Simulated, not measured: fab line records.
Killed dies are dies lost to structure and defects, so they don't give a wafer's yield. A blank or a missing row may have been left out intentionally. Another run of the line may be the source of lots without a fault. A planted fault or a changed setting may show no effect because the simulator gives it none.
fab line records	flow sky130	part 2 of 2: steps 27 to 38 of 38
record: lots: 5	wafers: 15	last_day: 50
route steps=708 shown CAP2M@614 METAL4@621 VIA4@639
lots untouched by any fault: they come from a run of this same line in which no faults occurred
start_h: the number of hours between the record's first day and the start of the first shown wafer of the lot	wait_h: hours elapsed since this lot's preceding step	" same as the row above	L1.1+2: one row covering several wafers at once	- no value, or no start was given	* or withheld: withheld	< > ~ a bound
route shown NAME@n: NAME is a module with steps in the file, n the number in the route of the first one	usual: mean and standard deviation over wafers with no fault	same: alike in all rows	chamber/n: place in a boat	sites: the reading at each site	_std_site: how widely they spread, as a standard deviation	_edge_site: inner sites' mean taken away from outer sites' mean	radius_mm: for every site, how far away it sits from the centre of the wafer	mask NAME#n: copy n	behind: the last tool/chamber to shape the wafer	hold: what put the lot on hold/how long, in hours/how the hold closed	device: transistor that didn't switch, given as n, p or np	end of line: tests of these same wafers at the route's end	step lacking rows: just its recipe	killed: count of dies lost to structure and defects at first sort (not the wafer's yield)	map: a wafer's dies, x killed, . not, _ none there
set.NAME: setting as actually run; set.NAME@STEP: the setting as run at that earlier step	model.NAME: the simulator's own value behind a step, which no gauge read
lots at some steps of the route; a table a step, a row a wafer
services: from which hour (start_h, from the record's first day; less than 0 if before it) a tool's chamber was out of use, for how many hours, and why
== steps ==
step: SKY_VIA4_THK_MEAS_01
recipe: reads: SiO2_of_VIA4_HDPCVD_00
usual: VIA4_HDPCVD_THK: 1757/18
lot.wafer	tool	chamber	start_h	wait_h	VIA4_HDPCVD_THK[nm]
L081.3	film_metro-04	-	1040.33	0.1	1722
L081.5	"	-	"	"	1737
L081.6	"	-	"	"	1774
L086.3	film_metro-01	-	1071.15	0.1	1778
L086.4	"	-	"	"	1769
L086.6	"	-	"	"	1788
L090.1	film_metro-01	-	1099.01	0.1	1751
L090.2	"	-	"	"	1744
L090.4	"	-	"	"	1739
L095.1	film_metro-04	-	1113.47	0.1	1751
L095.2	"	-	"	"	1750
L095.5	"	-	"	"	1728
L096.4	film_metro-01	-	1124.88	0.0	1761
L096.5	"	-	"	"	1763
L096.6	"	-	"	"	1778
step: SKY_VIA4_CMP_02
recipe: material: SiO2	down_force_psi: 4	platen_rpm: 60	pad_velocity_m_s: 0.94248
usual: motor_current_A: 11.1/1.1	platen_rpm: 60.00/0.034
lot.wafer	tool	chamber	start_h	wait_h	motor_current_A	platen_rpm
L081.3	cmp-02	0	1040.52	0.2	11.6	60.01
L081.6	"	1	"	"	12.7	60.03
L081.5	"	2	"	"	12.2	60.01
L086.4	cmp-01	1	1071.19	0.0	12.7	59.94
L086.3	"	2	"	"	10.8	59.94
L086.6	"	1	"	"	12.9	59.99
L090.1	cmp-01	2	1099.07	0.1	10.9	60.02
L090.2	"	3	"	"	9.7	59.96
L090.4	"	1	"	"	12.5	60.02
L095.2	cmp-02	3	1113.53	0.0	10.9	59.96
L095.1	"	0	"	"	11.0	60.02
L095.5	"	3	"	"	10.3	59.95
L096.4	cmp-01	3	1125.06	0.2	9.6	59.99
L096.6	"	0	"	"	9.9	60.00
L096.5	"	1	"	"	13.1	60.05
step: SKY_VIA4_BOW_MEAS_03
recipe: mode: bow
usual: VIA4_BOW: 81/8
lot.wafer	tool	chamber	start_h	wait_h	VIA4_BOW[um]
L081.3	film_metro-04	-	1040.71	0.1	83
L081.5	"	-	"	"	75
L081.6	"	-	"	"	91
L086.3	film_metro-04	-	1071.53	0.2	102
L086.4	"	-	"	"	87
L086.6	"	-	"	"	87
L090.1	film_metro-04	-	1099.37	0.2	80
L090.2	"	-	"	"	90
L090.4	"	-	"	"	83
L095.1	film_metro-04	-	1113.83	0.2	75
L095.2	"	-	"	"	76
L095.5	"	-	"	"	69
L096.4	film_metro-01	-	1125.27	0.2	90
L096.5	"	-	"	"	80
L096.6	"	-	"	"	75
step: SKY_VIA4_DEHYDRATE_04
recipe: temp_c: 200	time_s: 60
lot.wafer	tool	chamber	start_h	wait_h
L081.3+5+6	litho_track-02	0	1051.08	10.3
L086.3+4+6	litho_track-02	0	1081.93	10.4
L090.1+2+4	litho_track-04	0	1108.64	9.3
L095.1+2+5	litho_track-02	0	1123.48	9.6
L096.4+5+6	litho_track-03	0	1134.15	8.9
step: SKY_VIA4_HMDS_05
recipe: prime_time_s: 60	prime_temp_c: 120
lot.wafer	tool	chamber	start_h	wait_h
L081.3+5+6	litho_track-02	0	1051.23	0.1
L086.3+4+6	litho_track-02	0	1082.08	0.1
L090.1+2+4	litho_track-04	0	1108.79	0.1
L095.1+2+5	litho_track-02	0	1123.63	0.1
L096.4+5+6	litho_track-03	0	1134.30	0.1
step: SKY_VIA4_COAT_06
recipe: resist: NOVOLAK	spin_rpm: 3000	resist_thk_nm: 1140
lot.wafer	tool	chamber	start_h	wait_h
L081.3+5+6	litho_track-02	0	1051.38	0.1
L086.3+4+6	litho_track-02	0	1082.23	0.1
L090.1+2+4	litho_track-04	0	1108.94	0.1
L095.1+2+5	litho_track-02	0	1123.78	0.1
L096.4+5+6	litho_track-03	0	1134.45	0.1
step: SKY_VIA4_SOFTBAKE_07
recipe: temp_c: 90	time_s: 60	resist: NOVOLAK
lot.wafer	tool	chamber	start_h	wait_h
L081.3+5+6	litho_track-02	0	1051.53	0.1
L086.3+4+6	litho_track-02	0	1082.38	0.1
L090.1+2+4	litho_track-04	0	1109.09	0.1
L095.1+2+5	litho_track-02	0	1123.93	0.1
L096.4+5+6	litho_track-03	0	1134.60	0.1
step: SKY_VIA4_EXPOSE_08
recipe: mask_id: VIM4	na: 0.6	source_shape: conventional	sigma_outer: 0.6	polarization: unpolarized	target_cd_nm: 800	dose_mj: 132
usual: exposure_dose_mJ_cm2: 131.98/0.12	reticle_temp_C: 23.00/0.1
lot.wafer	tool	chamber	start_h	wait_h	mask	exposure_dose_mJ_cm2	reticle_temp_C
L081.3	iline_stepper-02	0	-	-	VIM4#0	132.06	22.95
L081.5	"	0	"	"	VIM4#0	132.03	22.94
L081.6	"	0	"	"	VIM4#0	132.07	23.00
L086.3	iline_stepper-01	0	-	-	VIM4#0	131.86	23.06
L086.4	"	0	"	"	VIM4#0	131.78	23.04
L086.6	"	0	"	"	VIM4#0	131.88	22.95
L090.1	iline_stepper-02	0	-	-	VIM4#0	132.03	23.11
L090.2	"	0	"	"	VIM4#0	132.12	23.05
L090.4	"	0	"	"	VIM4#0	132.02	22.95
L095.1	iline_stepper-02	0	-	-	VIM4#0	131.85	23.10
L095.2	"	0	"	"	VIM4#0	131.99	23.05
L095.5	"	0	"	"	VIM4#0	132.10	22.97
L096.4	iline_stepper-02	0	-	-	VIM4#0	132.23	22.99
L096.5	"	0	"	"	VIM4#0	132.18	22.93
L096.6	"	0	"	"	VIM4#0	132.26	22.95
step: SKY_VIA4_PEB_09
recipe: temp_c: withheld	time_s: *	resist: NOVOLAK
lot.wafer	tool	chamber	start_h	wait_h
L081.3+5+6	litho_track-04	0	-	-
L086.3+4+6	litho_track-02	0	-	-
L090.1+2+4	litho_track-04	0	-	-
L095.1+2+5	litho_track-02	0	-	-
L096.4+5+6	litho_track-02	0	-	-
step: SKY_VIA4_DEVELOP_10
recipe: resist: NOVOLAK	developer: TMAH	develop_time_s: 60	dev_temp_c: 23
lot.wafer	tool	chamber	start_h	wait_h
L081.3+5+6	litho_track-04	0	1062.34	0.1
L086.3+4+6	litho_track-02	0	1091.43	0.1
L090.1+2+4	litho_track-04	0	1118.99	0.1
L095.1+2+5	litho_track-02	0	1133.38	0.1
L096.4+5+6	litho_track-02	0	1143.90	0.1
step: SKY_VIA4_OVL_MEAS_11
usual: VIA4_OVL: 0.0/1.2
lot.wafer	tool	chamber	start_h	wait_h	VIA4_OVL[nm]
L081.3	overlay-02	-	1062.45	0.1	1.4
L081.5	"	-	"	"	0.0
L081.6	"	-	"	"	1.9
L086.3	overlay-01	-	1091.54	0.1	-1.2
L086.4	"	-	"	"	-1.1
L086.6	"	-	"	"	-0.9
L090.1	overlay-02	-	1119.14	0.1	2.0
L090.2	"	-	"	"	1.8
L090.4	"	-	"	"	0.8
L095.1	overlay-01	-	1133.53	0.1	-0.5
L095.2	"	-	"	"	-0.8
L095.5	"	-	"	"	-1.4
L096.4	overlay-02	-	1143.99	0.1	-1.3
L096.5	"	-	"	"	-2.4
L096.6	"	-	"	"	-0.9
step: SKY_VIA4_ETCH_12
recipe: target: SiO2	chemistry: C4F8/O2/Ar	stop_on: TiN	mask_material: NOVOLAK	source_w: 1500	bias_w: 1200	pressure_mtorr: 40	c4f8_flow_sccm: withheld	O2_flow_sccm: 6	Ar_flow_sccm: 300	time_s: withheld	target_depth_a: 5800
usual: chamber_pressure_mTorr: 40.00/0.034	oes_product_au: 0.926/0.0048
lot.wafer	tool	chamber	start_h	wait_h	chamber_pressure_mTorr	oes_product_au
L081.3	rie_diel-03	1	1062.48	0.0	40.03	0.921
L081.5	"	0	"	"	40.01	0.932
L081.6	"	2	"	"	40.05	0.924
L086.3	rie_diel-01	0	1091.60	0.1	40.01	0.927
L086.4	"	3	"	"	40.00	0.919
L086.6	"	3	"	"	39.97	0.928
L090.1	rie_diel-04	3	1119.18	0.0	39.98	0.931
L090.2	"	0	"	"	40.00	0.929
L090.4	"	2	"	"	40.03	0.932
L095.1	rie_diel-01	2	1133.56	0.0	39.99	0.919
L095.2	"	0	"	"	40.00	0.923
L095.5	"	0	"	"	40.07	0.924
L096.4	rie_diel-03	1	1144.01	0.0	39.96	0.926
L096.5	"	2	"	"	40.03	0.921
L096.6	"	1	"	"	39.99	0.936
== services ==
tool	chamber	start_h	hours	kind
rie_metal-01	-	996.49	0.4	repair
rie_metal-02	-	1021.32	0.3	repair
krf_scanner-01	-	1022.50	1.3	pm
plasma_asher-04	-	1024.59	1.6	repair
iline_stepper-02	-	1026.86	1.7	pm
krf_scanner-01	-	1028.12	3.6	pm
rie_metal-03	-	1031.37	1.9	repair
rie_diel-03	0	1036.26	7.6	repair
rie_diel-01	1	1040.42	63.3	repair
cmp-01	-	1043.74	5.4	repair
rie_diel-03	3	1044.59	67.7	repair
plasma_asher-02	-	1055.25	9.0	pm
rie_diel-03	0	1073.54	5.6	repair
krf_scanner-01	-	1075.18	1.0	pm
rie_diel-01	0	1076.94	6.2	repair
plasma_asher-04	-	1079.70	2.8	pm
cmp-02	-	1084.34	4.0	pm
rie_diel-01	2	1087.04	7.2	repair
cmp-01	-	1087.11	0.5	repair
rie_metal-01	-	1088.55	4.3	pm
cmp-01	-	1091.50	0.3	repair
rie_diel-01	3	1099.12	5.6	repair
krf_scanner-01	-	1115.10	0.8	pm
rie_diel-01	1	1131.29	15.0	repair
